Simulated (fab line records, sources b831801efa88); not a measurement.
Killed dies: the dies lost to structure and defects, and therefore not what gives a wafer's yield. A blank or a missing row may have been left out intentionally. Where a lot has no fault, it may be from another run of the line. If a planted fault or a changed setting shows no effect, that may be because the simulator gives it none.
Which of the tools did it? -- flow gf180mcu -- 14 lots with 42 wafers sampled at 4 steps, on a route of 602 steps

== WHAT EACH GAUGE READ, for each wafer ==
GF_M4_THK_MEAS_06: measures by xrf. Usual: M4_ALCU_THK typically reads 441 nm, with standard deviation 5.4.
lot,measured,on,M4_ALCU_THK (nm),flag
L708,day 22 12:39,film-metro-01,448 445 447,
L709,day 22 18:49,film-metro-02,445 440 444,
L710,day 23 04:54,film-metro-01,426 428 429,
L711,day 23 07:19,film-metro-04,444 435 446,
L715,day 24 20:56,film-metro-01,443 438 438,
L717,day 25 11:23,film-metro-04,437 444 432,
L721,day 26 16:06,film-metro-04,450 445 445,
L723,day 27 18:43,film-metro-04,446 445 444,
L725,day 28 13:23,film-metro-04,446 444 442,
L726,day 28 19:04,film-metro-02,442 434 442,
L727,day 29 02:46,film-metro-01,438 434 436,
L729,day 29 05:16,film-metro-04,450 445 450,
L728,day 29 05:35,film-metro-02,450 450 441,
L730,day 29 15:53,film-metro-01,441 440 443,

GF_V5_OVL_MEAS_15. Usual: V5_OVL typically reads 3 nm, with standard deviation 4.8.
lot,measured,on,V5_OVL (nm),flag
L708,day 27 07:29,overlay-02,-1 5 7,
L709,day 27 12:27,overlay-02,4 1 1,
L710,day 27 22:04,overlay-01,-1 2 -5,
L711,day 27 23:58,overlay-02,8 2 11,
L715,day 29 09:46,overlay-02,12 8 6,
L717,day 29 22:30,overlay-01,2 1 6,
L721,day 30 22:13,overlay-02,8 -1 -1,
L723,day 31 19:30,overlay-02,10 6 2,
L725,day 32 13:03,overlay-02,-1 1 3,
L726,day 32 18:04,overlay-01,1 2 -2,
L727,day 32 23:07,overlay-02,13 12 2,
L729,day 33 01:35,overlay-02,2 8 6,
L728,day 33 02:50,overlay-02,-7 -1 -1,
L730,day 33 11:05,overlay-02,-1 5 7,

GF_TOP_METAL_OVL_MEAS_15. Usual: TOP_METAL_OVL typically reads 0.0 nm, with standard deviation 1.4.
lot,measured,on,TOP_METAL_OVL (nm),flag
L708,day 28 05:40,overlay-02,-0.7 -0.8 0.2,
L709,day 28 10:24,overlay-01,-3.0 -3.7 -3.0,
L710,day 28 19:36,overlay-01,2.4 3.2 1.9,
L711,day 28 21:35,overlay-01,1.4 2.2 1.8,
L715,day 30 05:41,overlay-02,-1.0 -0.4 -0.7,
L717,day 30 18:38,overlay-02,0.5 -1.3 -0.4,
L721,day 31 17:33,overlay-02,0.2 0.4 -0.3,
L723,day 32 13:20,overlay-01,1.8 2.1 1.1,
L725,day 33 06:53,overlay-01,-2.8 -3.2 -1.0,
L726,day 33 11:37,overlay-02,-0.4 0.0 1.7,
L727,day 33 16:53,overlay-02,1.1 0.9 0.8,
L729,day 33 18:57,overlay-01,-0.4 -0.9 1.5,
L728,day 33 20:02,overlay-02,0.9 1.0 0.1,
L730,day 34 04:35,overlay-01,0.5 2.5 0.6,

== EACH LOT AND THE TOOL THAT RAN IT (in order: tool; ch and the chambers of the sampled wafers; start) ==
lot,GF_M2_SPUTTER_04
L708,"pvd-sputter-01, day 18 05:28"
L709,"pvd-sputter-04, day 18 12:16"
L710,"pvd-sputter-04, day 18 22:31"
L711,"pvd-sputter-02, day 19 01:53"
L715,"pvd-sputter-04, day 20 18:17"
L717,"pvd-sputter-04, day 21 11:19"
L721,"pvd-sputter-01, day 22 18:13"
L723,"pvd-sputter-02, day 23 22:19"
L725,"pvd-sputter-02, day 24 18:03"
L726,"pvd-sputter-04, day 25 00:45"
L727,"pvd-sputter-02, day 25 10:33"
L729,"pvd-sputter-04, day 25 13:28"
L728,"pvd-sputter-01, day 25 13:33"
L730,"pvd-sputter-04, day 25 23:07"
- GF_M2_SPUTTER_04: material TiN, target thk 50 nm, time 41.7 s.

== AS READ BY THE TOOLS THEMSELVES (means over the sampled wafers that have a number; for cases with no such wafer, the mark the record gives instead) ==
GF_M2_SPUTTER_04. Usual: throttle-valve-pct at 30.0 %, with a standard deviation of 1.
lot,tool,throttle-valve-pct (%),flag
L708,pvd-sputter-01,30.7,
L709,pvd-sputter-04,30.7,
L710,pvd-sputter-04,30.9,
L711,pvd-sputter-02,29.5,
L715,pvd-sputter-04,29.8,
L717,pvd-sputter-04,30.3,
L721,pvd-sputter-01,30.5,
L723,pvd-sputter-02,29.2,
L725,pvd-sputter-02,29.5,
L726,pvd-sputter-04,30.9,
L727,pvd-sputter-02,28.9,
L729,pvd-sputter-04,29.8,
L728,pvd-sputter-01,30.4,
L730,pvd-sputter-04,30.7,

== THE ANSWER, worked out from the rows above alone ==
Rule: a lot counts as off when the mean over its wafers that have a number is more than 3 standard deviations away from the usual mean. A lot without any number at a reading at which 4 lots or more have one is off too. All remaining lots with rows at the step are treated as sound. After the gauges, taken in route order, come the tools' own readings; for these a lot's mean is taken, as printed above. The first step at which some lot is off is used, and at that step the reading that is off furthest; a lot without a number counts as furthest.
No lot is off on any of the readings shown, so nothing can be concluded from this.

== WHAT HAD BEEN PUT IN BY THE SIMULATOR ==
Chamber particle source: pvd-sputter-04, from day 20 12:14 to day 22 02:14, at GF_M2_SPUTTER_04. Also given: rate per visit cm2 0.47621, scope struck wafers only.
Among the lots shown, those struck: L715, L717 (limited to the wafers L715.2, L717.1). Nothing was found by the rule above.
